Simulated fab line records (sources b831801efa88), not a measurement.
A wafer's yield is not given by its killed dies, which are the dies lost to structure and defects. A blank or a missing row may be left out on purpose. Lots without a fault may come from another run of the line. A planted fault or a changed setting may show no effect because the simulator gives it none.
fab line records	flow sky130
record lots=12	wafers=35	last-day=50
route steps=708 shown VT_ADJUST_LVTN@115 VT_ADJUST_NCORE@130 GATE_OXIDE@201 CONTACT@422
lots that met no fault: taken from a fault-free run of the same line
start-h: start of the lot's first displayed wafer, in hours after the record's first day	wait-h: time in hours since the lot's previous step	" same as the row above	L1.1+2: a single row standing in for several wafers	- either no value or no given start	* or withheld: withheld	< > ~ a bound
route shown NAME@n: NAME is a module with steps in the file, n the number in the route of the first one	usual: mean/standard deviation of fault-free wafers	same: alike in all rows	chamber/n: place in a boat	sites: readings site by site	_std_site: the values' standard deviation	_edge_site: the outer-site mean with the inner-site mean subtracted	radius-mm: for every site, how far away it sits from the centre of the wafer	mask NAME#n: copy n	behind: tool/chamber where the wafer was last shaped	hold: why the lot went on hold/how many hours it stayed there/how the hold came to an end	device: names the non-switching transistor (n, p or np)	end of line: the tests these same wafers got at the end of their route	step lacking rows: just its recipe	killed: count of dies lost to structure and defects at first sort (not the wafer's yield)	map: a wafer's dies, marking killed ones x, the rest . and places with no die _
set.NAME: the run value of the setting; set.NAME@STEP: its run value at that earlier step	model.NAME: the simulator's own value behind a step, which no gauge read
steps of the route over a sample of lots; a table a step, a row a wafer
services: from which hour (start-h, from the record's first day; less than 0 if before it) a tool's chamber was out of use, for how many hours, and why
## steps
# step SKY_VT_ADJUST_LVTN_OVL_MEAS_18
# usual VT_ADJUST_LVTN_01_OVL=-0.5/1.4
lot.wafer	tool	chamber	start-h	wait-h	VT_ADJUST_LVTN_01_OVL[nm]
L195.1	overlay-02	-	163.13	0.1	-3.2
L195.4	"	-	"	"	-2.3
L195.6	"	-	"	"	-4.3
L196.1	overlay-01	-	168.22	0.1	-1.9
L196.2	"	-	"	"	0.2
L196.6	"	-	"	"	0.1
L197.1	overlay-01	-	177.87	0.1	0.2
L197.5	"	-	"	"	0.8
L197.6	"	-	"	"	1.1
L198.1	overlay-01	-	184.18	0.1	1.3
L198.3	"	-	"	"	0.9
L198.6	"	-	"	"	1.6
L201.2	overlay-02	-	202.18	0.1	-0.5
L201.3	"	-	"	"	-3.0
L201.6	"	-	"	"	-2.1
L202.2	overlay-02	-	206.84	0.1	-1.1
L202.4	"	-	"	"	0.8
L202.6	"	-	"	"	-0.1
L203.3	overlay-01	-	219.26	0.1	-0.8
L203.5	"	-	"	"	1.3
L203.6	"	-	"	"	1.0
L204.2	overlay-01	-	224.83	0.1	0.4
L204.3	"	-	"	"	1.5
L204.5	"	-	"	"	1.2
L205.1	overlay-01	-	225.90	0.1	-1.1
L205.3	"	-	"	"	-1.6
L205.6	"	-	"	"	-1.9
L211.1	overlay-01	-	267.28	0.1	-0.6
L211.6	"	-	"	"	-0.5
L215.1	overlay-01	-	294.87	0.1	-0.5
L215.3	"	-	"	"	-1.1
L215.5	"	-	"	"	0.0
L216.1	overlay-01	-	301.40	0.1	1.7
L216.3	"	-	"	"	1.4
L216.6	"	-	"	"	0.1
# step SKY_VT_ADJUST_NCORE_TW_MEAS_11
# usual VT_ADJUST_NCORE_TW=220.3/1.1
lot.wafer	tool	chamber	start-h	wait-h	VT_ADJUST_NCORE_TW
L195.1	film-metro-01	-	182.47	0.1	220.3
L195.4	"	-	"	"	220.3
L195.6	"	-	"	"	221.0
L196.1	film-metro-01	-	188.09	0.1	220.7
L196.2	"	-	"	"	219.8
L196.6	"	-	"	"	219.6
L197.1	film-metro-03	-	198.14	0.1	219.9
L197.5	"	-	"	"	219.5
L197.6	"	-	"	"	221.6
L198.1	film-metro-01	-	204.57	0.1	220.8
L198.3	"	-	"	"	220.5
L198.6	"	-	"	"	221.5
L201.2	film-metro-02	-	223.23	0.1	221.1
L201.3	"	-	"	"	222.6
L201.6	"	-	"	"	221.7
L202.2	film-metro-01	-	227.73	0.1	219.6
L202.4	"	-	"	"	221.1
L202.6	"	-	"	"	221.5
L203.3	film-metro-01	-	241.41	0.1	221.4
L203.5	"	-	"	"	221.1
L203.6	"	-	"	"	220.6
L204.2	film-metro-03	-	247.48	0.1	220.3
L204.3	"	-	"	"	219.7
L204.5	"	-	"	"	219.7
L205.1	film-metro-02	-	248.12	0.1	221.0
L205.3	"	-	"	"	220.9
L205.6	"	-	"	"	219.7
L211.1	film-metro-01	-	291.47	0.1	218.8
L211.6	"	-	"	"	220.7
L215.1	film-metro-03	-	320.13	0.1	219.4
L215.3	"	-	"	"	218.3
L215.5	"	-	"	"	219.0
L216.1	film-metro-03	-	326.83	0.1	219.6
L216.3	"	-	"	"	219.7
L216.6	"	-	"	"	219.5
# step SKY_GATE_OXIDE_TW_MEAS_14
# usual GATE_OXIDE_TW=226.9/1.3
lot.wafer	tool	chamber	start-h	wait-h	GATE_OXIDE_TW
L195.1	film-metro-02	-	305.46	0.1	226.1
L195.4	"	-	"	"	226.1
L195.6	"	-	"	"	226.4
L196.1	film-metro-04	-	309.70	0.1	225.9
L196.2	"	-	"	"	227.3
L196.6	"	-	"	"	228.1
L197.1	film-metro-01	-	321.20	0.1	225.6
L197.5	"	-	"	"	225.7
L197.6	"	-	"	"	225.0
L198.1	film-metro-04	-	332.05	0.1	226.3
L198.3	"	-	"	"	228.1
L198.6	"	-	"	"	228.0
L201.2	film-metro-01	-	354.70	0.1	227.2
L201.3	"	-	"	"	226.0
L201.6	"	-	"	"	226.5
L202.2	film-metro-04	-	358.18	0.1	228.9
L202.4	"	-	"	"	229.1
L202.6	"	-	"	"	228.5
L203.3	film-metro-01	-	373.47	0.1	227.1
L203.5	"	-	"	"	225.8
L203.6	"	-	"	"	226.3
L204.2	film-metro-04	-	379.38	0.1	227.9
L204.3	"	-	"	"	228.6
L204.5	"	-	"	"	227.9
L205.1	film-metro-02	-	384.19	0.1	226.5
L205.3	"	-	"	"	225.2
L205.6	"	-	"	"	226.0
L211.1	film-metro-04	-	436.96	0.1	228.3
L211.6	"	-	"	"	228.1
L215.1	film-metro-01	-	473.86	0.1	226.5
L215.3	"	-	"	"	225.8
L215.5	"	-	"	"	227.6
L216.1	film-metro-04	-	480.95	0.1	227.7
L216.3	"	-	"	"	228.2
L216.6	"	-	"	"	229.5
# step SKY_CONTACT_ETCH_16
# recipe chemistry=N2/H2	target=BARC	ion-energy-ev=200	source-w=500	bias-w=100	pressure-mtorr=30	n2-flow-sccm=100	h2-flow-sccm=200	stop-on=SiO2	time-s=45.9	target-depth-a=600
# usual drypump-motor-current-A=5.8/0.34	oes-product-au=0.854/0.0044	throttle-valve-pct=13.224/0.0081
lot.wafer	tool	chamber	start-h	wait-h	drypump-motor-current-A	oes-product-au	rf-hours-counter-h	throttle-valve-pct
L195.1	rie-diel-01	1	725.04	0.0	6.0	0.856	0	13.218
L195.4	"	3	"	"	5.6	0.857	-	13.223
L195.6	"	1	"	"	6.0	0.862	-	13.226
L196.1	rie-diel-03	3	730.94	0.0	6.3	0.861	11	13.215
L196.2	"	2	"	"	5.5	0.858	3	13.220
L196.6	"	2	"	"	5.5	0.857	-	13.221
L197.1	rie-diel-02	0	746.34	0.0	5.3	0.857	13	13.235
L197.5	"	0	"	"	5.3	0.861	-	13.223
L197.6	"	3	"	"	6.0	0.843	-	13.215
L198.1	rie-diel-03	0	751.90	0.0	5.9	0.858	20	13.223
L198.3	"	2	"	"	5.6	0.854	4	13.226
L198.6	"	3	"	"	6.3	0.852	-	13.206
L201.2	rie-diel-01	1	777.48	0.0	6.0	0.849	2	13.225
L201.3	"	3	"	"	5.6	0.854	21	13.225
L201.6	"	0	"	"	6.0	0.849	-	13.236
L202.2	rie-diel-03	2	780.28	0.0	5.5	0.849	5	13.224
L202.4	"	1	"	"	5.3	0.861	18	13.219
L202.6	"	0	"	"	5.9	0.855	-	13.221
L203.3	rie-diel-03	2	792.19	0.0	5.5	0.856	5	13.215
L203.5	"	2	"	"	5.6	0.857	-	13.230
L203.6	"	1	"	"	5.3	0.855	-	13.218
L204.2	rie-diel-02	1	799.90	0.0	5.5	0.854	2	13.210
L204.3	"	2	"	"	6.4	0.853	3	13.220
L204.5	"	0	"	"	5.2	0.858	-	13.207
L205.1	rie-diel-01	0	804.19	0.0	6.0	0.859	3	13.219
L205.3	"	1	"	"	6.0	0.848	3	13.229
L205.6	"	1	"	"	6.0	0.848	-	13.228
L211.1	rie-diel-03	3	846.36	0.0	6.3	0.849	15	13.223
L211.6	"	3	"	"	6.3	0.856	-	13.226
L215.1	rie-diel-02	1	888.76	0.0	5.5	0.855	4	13.231
L215.3	"	0	"	"	5.3	0.849	17	13.219
L215.5	"	1	"	"	5.5	0.849	-	13.217
L216.1	rie-diel-02	1	890.34	0.0	5.5	0.848	4	13.223
L216.3	"	3	"	"	6.0	0.855	14	13.214
L216.6	"	1	"	"	5.5	0.854	-	13.220
# step SKY_CONTACT_STRIP_19
# recipe chemistry=O2/N2	power-w=1400	pressure-mtorr=1500	platen-temp-c=withheld	o2-flow-sccm=3000	n2-flow-sccm=300	overash-fraction=0.5
# usual drypump-motor-current-A=5.8/0.33	oes-product-au=0.379/0.0051	strip-time-to-endpoint-s=3.613/0.022
lot.wafer	tool	chamber	start-h	wait-h	drypump-motor-current-A	oes-product-au	rf-hours-counter-h	strip-time-to-endpoint-s
L195.1	plasma-asher-02	1	725.17	-	5.4	0.384	85	3.661
L195.4	"	1	"	"	5.4	0.374	-	3.569
L195.6	"	1	"	"	5.5	0.386	-	3.624
L196.1	plasma-asher-02	1	731.07	-	5.4	0.391	86	3.667
L196.2	"	0	"	"	6.1	0.379	86	3.611
L196.6	"	1	"	"	5.5	0.374	-	3.634
L197.1	plasma-asher-01	0	746.47	-	6.4	0.374	0	3.589
L197.5	"	0	"	"	6.4	0.381	-	3.601
L197.6	"	1	"	"	5.0	0.379	-	3.611
L198.1	plasma-asher-03	0	752.04	-	5.7	0.378	64	3.642
L198.3	"	1	"	"	5.7	0.378	-	3.589
L198.6	"	1	"	"	5.7	0.387	-	3.664
L201.2	plasma-asher-02	0	777.61	-	6.1	0.378	91	3.607
L201.3	"	1	"	"	5.5	0.377	-	3.612
L201.6	"	1	"	"	5.4	0.380	-	3.609
L202.2	plasma-asher-02	0	780.41	-	6.1	0.379	91	3.617
L202.4	"	1	"	"	5.4	0.371	-	3.622
L202.6	"	0	"	"	6.1	0.373	-	3.582
L203.3	plasma-asher-03	1	792.35	-	5.7	0.384	-	3.620
L203.5	"	0	"	"	5.8	0.383	-	3.621
L203.6	"	1	"	"	5.7	0.382	-	3.642
L204.2	plasma-asher-03	0	800.04	-	5.8	0.387	69	3.606
L204.3	"	1	"	"	5.7	0.380	-	3.635
L204.5	"	1	"	"	5.7	0.368	-	3.628
L205.1	plasma-asher-02	0	804.32	-	6.1	0.387	93	3.624
L205.3	"	0	"	"	6.1	0.390	-	3.643
L205.6	"	1	"	"	5.4	0.382	-	3.630
L211.1	plasma-asher-02	0	846.49	-	6.1	0.376	97	3.698
L211.6	"	0	"	"	6.1	0.384	-	3.630
L215.1	plasma-asher-03	1	888.89	-	5.7	0.378	77	3.604
L215.3	"	0	"	"	5.8	0.385	-	3.627
L215.5	"	1	"	"	5.7	0.373	-	3.595
L216.1	plasma-asher-03	1	890.47	-	5.7	0.380	77	3.568
L216.3	"	1	"	"	5.7	0.379	-	3.618
L216.6	"	1	"	"	5.7	0.379	-	3.590
## services
tool	chamber	start-h	hours	kind
rie-diel-01	1	701.57	-	clean
rie-diel-01	1	701.57	15.6	scheduled-down
rie-diel-01	1	701.57	15.6	vent-cycle
rie-diel-02	1	704.29	-	clean
rie-diel-02	1	704.29	10.9	scheduled-down
rie-diel-02	1	704.29	10.9	vent-cycle
rie-diel-01	2	715.38	4.8	repair
plasma-asher-03	-	718.20	19.1	repair
rie-diel-01	0	720.19	-	clean
rie-diel-01	0	720.19	11.6	scheduled-down
rie-diel-01	0	720.19	11.6	vent-cycle
plasma-asher-01	-	733.75	9.0	pm
plasma-asher-01	0	733.75	9.0	vent-cycle
plasma-asher-01	1	733.75	9.0	vent-cycle
plasma-asher-01	0	742.75	-	clean
plasma-asher-02	-	748.52	5.9	repair
rie-diel-03	1	765.21	4.5	repair
rie-diel-03	0	796.95	8.5	repair
plasma-asher-03	-	808.62	3.0	repair
rie-diel-01	1	827.46	6.3	repair
rie-diel-01	2	829.35	10.1	repair
rie-diel-03	0	839.57	15.2	repair
rie-diel-03	0	875.14	11.4	repair
plasma-asher-01	-	888.50	3.1	repair
## key
first-sign step=SKY_CONTACT_STRIP_19	reading=strip-time-to-endpoint-s	direction=up	sigmas=3.8	usual=*	struck=*
effect none on later readings
met-at SKY_CONTACT_ETCH_16
struck-lots L211
struck-wafers L211.1
tester-left-out L211
not-acting-at SKY_VT_ADJUST_LVTN_OVL_MEAS_18,SKY_VT_ADJUST_NCORE_TW_MEAS_11,SKY_GATE_OXIDE_TW_MEAS_14
onset-between 792.19 846.36
fault kind=process-parameter-drift	tool=rie-diel-03	chamber=-	onset-h=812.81	steps=SKY_CONTACT_ETCH_16	channel=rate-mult	offset=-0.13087	shape=step	end-h=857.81	scope=struck-wafers-only
# tester-left-out: of these lots the tester's yield and bins aren't shown, on N5 and GAA mostly nor the transistor test; their killed dies are dies lost to structure and defects alone, not to doping, threshold or leakage, so they don't give the yield
